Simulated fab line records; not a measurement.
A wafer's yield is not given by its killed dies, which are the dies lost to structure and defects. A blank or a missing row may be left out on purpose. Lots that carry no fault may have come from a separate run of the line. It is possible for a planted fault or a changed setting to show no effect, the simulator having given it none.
fab line records	flow sky130
record lots=15	wafers=45	last-day=50
route steps=708 shown METAL4@633 PAD_OPEN@708
lots untouched by any fault: they come from a run of this same line in which no faults occurred
start-h: hours from the record's first day to the start of the lot's first wafer shown	wait-h: hours since the lot's step before	" unchanged from the row above	L1.1+2: a single row standing in for several wafers	- no value, or no start given	* or withheld: withheld	< > ~ a bound
route shown NAME@n: NAME is a module with steps in the file, n the number in the route of the first one	usual: average and standard deviation across the fault-free wafers	same: alike in all rows	chamber/n: place in a boat	sites: per-site readings	_std_site: the standard deviation of these	_edge_site: outer sites' mean less inner sites'	radius-mm: for every site, how far away it sits from the centre of the wafer	mask NAME#n: copy n	behind: tool/chamber where the wafer was last shaped	hold: why the lot went on hold/how many hours it stayed there/how the hold came to an end	device: the transistor (n, p or np) that didn't switch	end of line: the same wafers' tests at the end of the route	for a step that has no rows: nothing shown but its recipe	killed: count of dies lost to structure and defects at first sort (not the wafer's yield)	map: dies across one wafer; x = killed, . = not, _ = none there
set.NAME: the run value of the setting; set.NAME@STEP: its run value at that earlier step	model.NAME: the simulator's own value behind a step, which no gauge read
a sample of lots followed through the steps of the route, with each step as a table and each wafer as a row
services: the hour from which a tool's chamber was out of use, counted from the record's first day as start-h (under 0 if before that day), plus the number of hours and why
## steps
# step SKY_METAL4_ETCH_17
# recipe target=SiO2	stop-on=TiN	chemistry=C4F8/O2/Ar	source-w=1500	bias-w=1200	pressure-mtorr=40	c4f8-flow-sccm=withheld	O2_flow_sccm=6	Ar_flow_sccm=300	time-s=3.9	target-depth-a=150
# usual bias-w=1199/3.6	chamber-pressure-mTorr=40.00/0.035	oes-product-au=0.753/0.0076
lot.wafer	tool	chamber	start-h	wait-h	bias-w	chamber-pressure-mTorr	oes-product-au
L809.3	rie-diel-01	2	969.66	0.0	1208	39.95	0.758
L809.4	"	0	"	"	1198	40.00	0.761
L809.5	"	2	"	"	1202	40.01	0.758
L810.1	rie-diel-01	3	981.18	0.1	1206	40.05	0.746
L810.4	"	1	"	"	1193	39.97	0.746
L810.6	"	0	"	"	1199	39.98	0.741
L813.3	rie-diel-04	3	1007.91	0.0	1205	40.00	0.751
L813.4	"	1	"	"	1199	40.00	0.755
L813.6	"	0	"	"	1201	40.03	0.769
L814.2	rie-diel-03	0	1014.58	0.1	1197	39.99	0.738
L814.3	"	3	"	"	1200	39.91	0.746
L814.4	"	2	"	"	1195	40.05	0.753
L815.2	rie-diel-03	1	1025.36	0.1	1203	40.02	0.743
L815.4	"	3	"	"	1200	40.00	0.762
L815.6	"	3	"	"	1197	39.92	0.754
L818.1	rie-diel-04	2	1039.43	0.1	1203	40.05	0.742
L818.3	"	1	"	"	1192	39.98	0.741
L818.5	"	2	"	"	1204	39.94	0.744
L820.2	rie-diel-01	1	1052.13	0.1	1201	40.00	0.749
L820.3	"	2	"	"	1201	40.01	0.751
L820.6	"	1	"	"	1199	40.00	0.752
L823.2	rie-diel-01	0	1075.15	0.1	1198	39.97	0.752
L823.4	"	2	"	"	1199	39.97	0.768
L823.6	"	2	"	"	1206	39.93	0.750
L824.2	rie-diel-01	1	1076.53	0.1	-	-	-
L824.4	"	3	"	"	-	-	-
L824.5	"	2	"	"	-	-	-
L825.3	rie-diel-01	3	1081.51	0.0	-	-	-
L825.5	"	1	"	"	-	-	-
L825.6	"	2	"	"	-	-	-
L826.1	rie-diel-03	2	1091.28	0.1	-	-	-
L826.3	"	0	"	"	-	-	-
L826.4	"	1	"	"	-	-	-
L828.1	rie-diel-03	0	1099.11	0.1	1198	40.08	0.758
L828.4	"	2	"	"	1200	40.04	0.760
L828.5	"	2	"	"	1197	39.97	0.761
L830.4	rie-diel-03	0	1116.71	0.0	1201	39.98	0.757
L830.5	"	2	"	"	1201	39.94	0.762
L830.6	"	1	"	"	1198	39.97	0.755
L831.3	rie-diel-03	0	1118.53	0.0	1202	40.01	0.763
L831.4	"	2	"	"	1200	40.03	0.762
L831.5	"	1	"	"	1202	39.99	0.763
L832.1	rie-diel-03	3	1122.98	0.1	1205	39.97	0.763
L832.2	"	0	"	"	1205	40.03	0.736
L832.6	"	0	"	"	1203	40.02	0.758
# step SKY_PAD_OPEN_PROBE_99
# usual defect-limited-yield=82.5/1.7	killed_at_M0_to_M3=43/6.7	killed_at_M4_up=3.2/1.8	killed-at-contacts=24/4.8	killed-at-front-end=16/4.2	killed-at-other=0.3/0.56	killed-dies=86/8.5	killed-on-rim=17/3.9	killed-open=47/6.7	killed-short=39/6	sort_bin_3_pad_short=0.9/0.45	sort_bin_5_function=10.3/1.6	sort_bin_6_memory=6.3/1	sort-n-pass=406/8.5	sort-yield-pct=82.5/1.7
# same gross-dies=492	killed-at-back-side=0	sort_bin_4_leakage[%]=0	sort_bin_8_speed[%]=0
lot.wafer	tool	chamber	start-h	wait-h	defect-limited-yield[%]	killed_at_M0_to_M3	killed_at_M4_up	killed-at-contacts	killed-at-front-end	killed-at-other	killed-dies	killed-on-rim	killed-open	killed-short	sort_bin_3_pad_short[%]	sort_bin_5_function[%]	sort_bin_6_memory[%]	sort-n-pass	sort-yield-pct[%]
L810.1	prober-02	-	1075.77	0.1	83.5	35	0	25	21	0	81	17	42	39	1.0	9.1	6.3	411	83.5
L810.4	prober-02	-	1075.92	0.2	81.7	38	7	27	18	0	90	19	45	45	0.8	10.6	6.9	402	81.7
L810.6	prober-02	-	1076.02	0.2	82.9	48	2	17	16	1	84	17	39	45	1.0	9.8	6.3	408	82.9
L813.3	prober-01	-	1099.54	0.2	83.9	43	2	14	19	1	79	16	41	38	0.8	10.8	4.5	413	83.9
L813.4	prober-01	-	1099.59	0.2	82.7	43	2	24	16	0	85	19	50	35	0.4	10.0	6.9	407	82.7
L813.6	prober-01	-	1099.69	0.2	81.9	50	4	16	18	1	89	14	46	43	0.8	10.0	7.3	403	81.9
L815.2	prober-01	-	1115.58	0.1	80.5	52	3	23	16	2	96	18	49	46	1.2	12.4	5.9	396	80.5
L815.4	prober-01	-	1115.68	0.2	81.9	46	2	25	15	1	89	15	44	44	0.8	11.2	6.1	403	81.9
L815.6	prober-01	-	1115.78	0.2	81.3	55	6	18	13	0	92	15	41	51	1.2	11.8	5.7	400	81.3
L823.2	prober-01	-	1159.11	0.1	83.3	49	3	13	16	1	82	14	42	40	0.4	9.6	6.7	410	83.3
L823.4	prober-01	-	1159.21	0.2	83.7	37	5	21	16	1	80	14	32	48	1.4	8.9	5.9	412	83.7
L823.6	prober-01	-	1159.31	0.2	85.0	31	4	19	19	1	74	13	37	36	0.6	8.7	5.7	418	85.0
L824.2	prober-02	-	1160.56	0.1	0	52	411	19	10	0	492	96	46	37	0.6	93.3	6.1	0	0
L824.4	prober-02	-	1160.66	0.2	0	45	408	26	13	0	492	96	42	43	1.8	92.3	5.9	0	0
L824.5	prober-02	-	1160.71	0.2	0	45	405	28	14	0	492	96	51	40	0.6	92.5	6.9	0	0
L825.3	prober-01	-	1163.80	0.2	0	44	413	21	14	0	492	96	47	34	0.6	92.9	6.5	0	0
L825.5	prober-01	-	1163.90	0.2	0	48	398	29	17	0	492	96	57	39	0.6	92.5	6.9	0	0
L825.6	prober-01	-	1163.95	0.2	0	38	421	19	14	0	492	96	35	38	0.8	92.9	6.3	0	0
L826.1	prober-02	-	1172.82	0.1	0	36	415	22	17	2	492	96	44	39	0.4	92.7	6.9	0	0
L826.3	prober-02	-	1172.92	0.2	0	32	416	24	20	0	492	96	39	37	0.6	93.9	5.5	0	0
L826.4	prober-02	-	1172.97	0.2	0	31	417	28	15	1	492	96	42	34	0.4	93.5	6.1	0	0
L828.1	prober-02	-	1178.76	0.1	80.9	45	6	28	15	0	94	25	53	41	0.2	11.8	7.1	398	80.9
L828.4	prober-02	-	1178.91	0.2	79.3	47	2	30	23	0	102	21	50	52	1.2	13.0	6.5	390	79.3
L828.5	prober-02	-	1178.96	0.2	80.3	46	1	26	24	0	97	20	45	52	1.6	11.4	6.7	395	80.3
# killed by level:class
L810.1 FIELD_ISO:geometric-particle:open=10 VIA1:geometric-particle:open=9 CONTACT:geometric-particle:short=8 METAL2:geometric-particle:short=8 LI_CONTACT:geometric-particle:open=6 LOCAL_INTERCONNECT:geometric-particle:short=5 FIELD_ISO:geometric-particle:short=4 VIA3:geometric-particle:open=4
L810.4 CONTACT:geometric-particle:open=10 LI_CONTACT:geometric-particle:open=8 VIA1:geometric-particle:open=8 POLY_GATE:geometric-particle:short=7 VIA2:geometric-particle:open=5 LOCAL_INTERCONNECT:geometric-particle:short=5 METAL1:geometric-particle:short=5 METAL2:geometric-particle:short=5
L810.6 VIA2:geometric-particle:open=9 VIA1:geometric-particle:open=8 VIA3:geometric-particle:short=7 CONTACT:geometric-particle:short=6 VIA3:geometric-particle:open=6 POLY_GATE:geometric-particle:short=5 LI_CONTACT:geometric-particle:open=5 METAL1:geometric-particle:short=5
L813.3 VIA1:geometric-particle:open=12 FIELD_ISO:geometric-particle:short=6 VIA1:geometric-particle:short=6 FIELD_ISO:geometric-particle:open=5 CONTACT:geometric-particle:open=5 METAL3:geometric-particle:short=5 VIA3:geometric-particle:short=4 VIA2:geometric-particle:open=4
L813.4 LI_CONTACT:geometric-particle:open=12 VIA1:geometric-particle:open=10 CONTACT:geometric-particle:open=9 METAL2:geometric-particle:short=5 METAL1:geometric-particle:short=5 VIA3:geometric-particle:open=5 VIA1:geometric-particle:short=5 FIELD_ISO:geometric-particle:short=4
L813.6 VIA1:geometric-particle:open=13 METAL1:geometric-particle:short=9 FIELD_ISO:geometric-particle:short=7 CONTACT:geometric-particle:open=6 METAL2:geometric-particle:short=6 VIA2:geometric-particle:open=6 METAL2:geometric-particle:open=4 LI_CONTACT:geometric-particle:open=3
L815.2 VIA1:geometric-particle:open=15 METAL2:geometric-particle:short=6 LOCAL_INTERCONNECT:geometric-particle:short=6 VIA1:geometric-particle:short=6 POLY_GATE:geometric-particle:open=5 METAL1:geometric-particle:short=5 CONTACT:geometric-particle:open=5 VIA2:geometric-particle:open=5
L815.4 VIA3:geometric-particle:open=11 CONTACT:geometric-particle:open=8 LI_CONTACT:geometric-particle:open=6 METAL2:geometric-particle:short=6 LOCAL_INTERCONNECT:geometric-particle:short=5 VIA1:geometric-particle:open=5 POLY_GATE:geometric-particle:open=4 POLY_GATE:geometric-particle:short=4
L815.6 VIA1:geometric-particle:open=13 METAL1:geometric-particle:short=9 METAL2:geometric-particle:short=8 VIA3:geometric-particle:open=7 METAL4:geometric-particle:short=5 LOCAL_INTERCONNECT:geometric-particle:short=5 CONTACT:geometric-particle:open=5 VIA2:geometric-particle:open=5
L823.2 VIA1:geometric-particle:open=14 POLY_GATE:geometric-particle:short=6 VIA2:geometric-particle:open=6 METAL2:geometric-particle:short=6 VIA3:geometric-particle:short=6 FIELD_ISO:geometric-particle:open=4 CONTACT:geometric-particle:open=4 METAL1:geometric-particle:short=4
L823.4 METAL2:geometric-particle:short=8 LOCAL_INTERCONNECT:geometric-particle:short=6 FIELD_ISO:geometric-particle:short=5 LI_CONTACT:geometric-particle:short=5 VIA2:geometric-particle:open=5 CONTACT:geometric-particle:open=5 METAL1:geometric-particle:short=4 VIA1:geometric-particle:open=4
L823.6 CONTACT:geometric-particle:open=8 METAL1:geometric-particle:short=8 POLY_GATE:geometric-particle:open=6 VIA1:geometric-particle:open=6 METAL2:geometric-particle:short=5 LI_CONTACT:geometric-particle:short=4 VIA2:geometric-particle:open=4 POLY_GATE:geometric-particle:short=3
L824.2 METAL4:area-etch=409 VIA1:geometric-particle:open=14 VIA2:geometric-particle:open=7 METAL3:geometric-particle:short=7 LI_CONTACT:geometric-particle:open=6 VIA3:geometric-particle:open=6 METAL2:geometric-particle:short=5 FIELD_ISO:geometric-particle:open=4
L824.4 METAL4:area-etch=407 LI_CONTACT:geometric-particle:open=9 CONTACT:geometric-particle:open=7 METAL1:geometric-particle:short=7 POLY_GATE:geometric-particle:open=6 LOCAL_INTERCONNECT:geometric-particle:short=6 VIA1:geometric-particle:short=6 VIA3:geometric-particle:open=5
L824.5 METAL4:area-etch=401 METAL2:geometric-particle:short=14 LI_CONTACT:geometric-particle:open=11 CONTACT:geometric-particle:open=9 VIA1:geometric-particle:open=8 FIELD_ISO:geometric-particle:short=6 VIA2:geometric-particle:open=6 VIA3:geometric-particle:open=6
L825.3 METAL4:area-etch=411 VIA1:geometric-particle:open=9 CONTACT:geometric-particle:open=7 VIA1:geometric-particle:short=7 VIA2:geometric-particle:open=7 LI_CONTACT:geometric-particle:open=6 VIA2:geometric-particle:short=5 VIA3:geometric-particle:open=5
L825.5 METAL4:area-etch=396 CONTACT:geometric-particle:open=14 VIA1:geometric-particle:open=13 VIA2:geometric-particle:open=8 CONTACT:geometric-particle:short=6 VIA3:geometric-particle:open=6 FIELD_ISO:geometric-particle:short=5 POLY_GATE:geometric-particle:open=4
L825.6 METAL4:area-etch=419 VIA1:geometric-particle:open=9 CONTACT:geometric-particle:short=8 VIA2:geometric-particle:open=6 FIELD_ISO:geometric-particle:open=4 LI_CONTACT:geometric-particle:open=4 CONTACT:geometric-particle:open=4 METAL2:geometric-particle:short=4
L826.1 METAL4:area-etch=409 CONTACT:geometric-particle:open=8 LI_CONTACT:geometric-particle:open=7 VIA1:geometric-particle:open=7 METAL2:geometric-particle:short=7 VIA3:geometric-particle:open=6 POLY_GATE:geometric-particle:open=5 CONTACT:geometric-particle:short=4
L826.3 METAL4:area-etch=415 VIA1:geometric-particle:open=10 LI_CONTACT:geometric-particle:open=8 FIELD_ISO:geometric-particle:short=6 CONTACT:geometric-particle:open=6 CONTACT:geometric-particle:short=5 VIA3:geometric-particle:short=5 FIELD_ISO:geometric-particle:open=4
L826.4 METAL4:area-etch=416 CONTACT:geometric-particle:open=11 LI_CONTACT:geometric-particle:open=8 VIA3:geometric-particle:open=6 FIELD_ISO:geometric-particle:short=5 VIA2:geometric-particle:open=5 FIELD_ISO:geometric-particle:open=4 VIA3:geometric-particle:short=4
L828.1 VIA1:geometric-particle:open=12 CONTACT:geometric-particle:open=11 VIA3:geometric-particle:open=7 CONTACT:geometric-particle:short=6 METAL1:geometric-particle:short=6 LI_CONTACT:geometric-particle:open=5 VIA2:geometric-particle:open=5 FIELD_ISO:geometric-particle:short=4
L828.4 FIELD_ISO:geometric-particle:open=9 LI_CONTACT:geometric-particle:open=9 CONTACT:geometric-particle:short=8 CONTACT:geometric-particle:open=8 VIA2:geometric-particle:short=8 METAL1:geometric-particle:short=7 VIA3:geometric-particle:open=6 POLY_GATE:geometric-particle:short=6
L828.5 VIA1:geometric-particle:open=10 CONTACT:geometric-particle:short=7 VIA2:geometric-particle:open=7 POLY_GATE:geometric-particle:short=7 METAL1:geometric-particle:short=7 FIELD_ISO:geometric-particle:open=6 CONTACT:geometric-particle:open=6 LI_CONTACT:geometric-particle:open=5
## services
tool	chamber	start-h	hours	kind
rie-diel-04	0	946.98	-	clean
rie-diel-04	0	946.98	-	consumable-replace:showerhead
rie-diel-04	0	946.98	21.3	scheduled-down
rie-diel-04	0	946.98	21.3	vent-cycle
rie-diel-01	0	960.96	5.5	repair
rie-diel-04	3	963.00	5.6	repair
rie-diel-01	-	1006.01	2.8	pm
rie-diel-01	-	1026.44	14.6	pm
rie-diel-01	0	1043.58	13.4	repair
rie-diel-04	-	1065.33	2.1	repair
rie-diel-04	-	1121.77	14.6	pm
## key
first-sign step=SKY_METAL4_ETCH_17	reading=tool-record	direction=missing
effect step=SKY_PAD_OPEN_PROBE_99	reading=killed_at_M4_up	direction=up	sigmas=99+	usual=3.2	struck=411.6
more-kills-born-at SKY_METAL4_ETCH_17@rie-diel-01=2440	SKY_METAL4_ETCH_17@rie-diel-03=1239
met-at SKY_METAL4_ETCH_17
struck-lots L824,L825,L826
later-rows-left-out L824.2,L824.4,L824.5,L825.3,L825.5,L825.6,L826.1,L826.3,L826.4
onset-between 1075.15 1076.53
fault kind=skipped-step-whole	tool=rie-diel-01,rie-diel-03	chamber=-	onset-h=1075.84	steps=SKY_METAL4_ETCH_17	scope=struck-lots-only
# later-rows-left-out: the simulator's readings of these wafers behind a module that went badly wrong aren't trusted and aren't shown, but for the sort
